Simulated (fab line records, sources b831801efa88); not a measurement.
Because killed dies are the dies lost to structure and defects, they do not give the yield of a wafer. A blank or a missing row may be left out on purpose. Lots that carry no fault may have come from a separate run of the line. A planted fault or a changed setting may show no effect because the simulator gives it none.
Which tool did it?    flow gf180mcu    6 lots (18 wafers sampled), 1 step of a 602-step route

## WHAT EACH GAUGE READ, for each wafer
GF_V2_THK_MEAS_25: measures by xrf.
lot   measured      on             V2_W_THK (nm)
L775  day 21 06:22  film_metro-01  355 357 357
L777  day 21 21:35  film_metro-01  355 351 355
L780  day 23 03:34  film_metro-04  357 365 367
L784  day 24 11:48  film_metro-04  355 355 356
L788  day 25 16:08  film_metro-04  352 351 349
L794  day 27 09:38  film_metro-04  359 358 357

## TOOL THAT RAN EACH LOT (tool first, then ch and the chambers of the sampled wafers, then the start)
Record: no process step prior to these readings.

## THE ANSWER, worked out from the rows above alone
Rule: the usual values come from the lots themselves. The widest of any qualifying gaps counts: lots, ordered by their means at a reading, are off when they make up no more than a third of the lots, leave a main group of 4 or more, and stand apart from it by 3 or more times the standard deviation of that group's means. A main group whose means are all the same, to the digits that the tables above print for the reading, isn't used. A lot without any number at a reading at which 4 lots or more have one is off too. Any other lot the step has rows for is counted as sound.
No lot is off on any of the readings shown, so nothing can be concluded from this.

## WHAT WAS PUT IN BY THE SIMULATOR
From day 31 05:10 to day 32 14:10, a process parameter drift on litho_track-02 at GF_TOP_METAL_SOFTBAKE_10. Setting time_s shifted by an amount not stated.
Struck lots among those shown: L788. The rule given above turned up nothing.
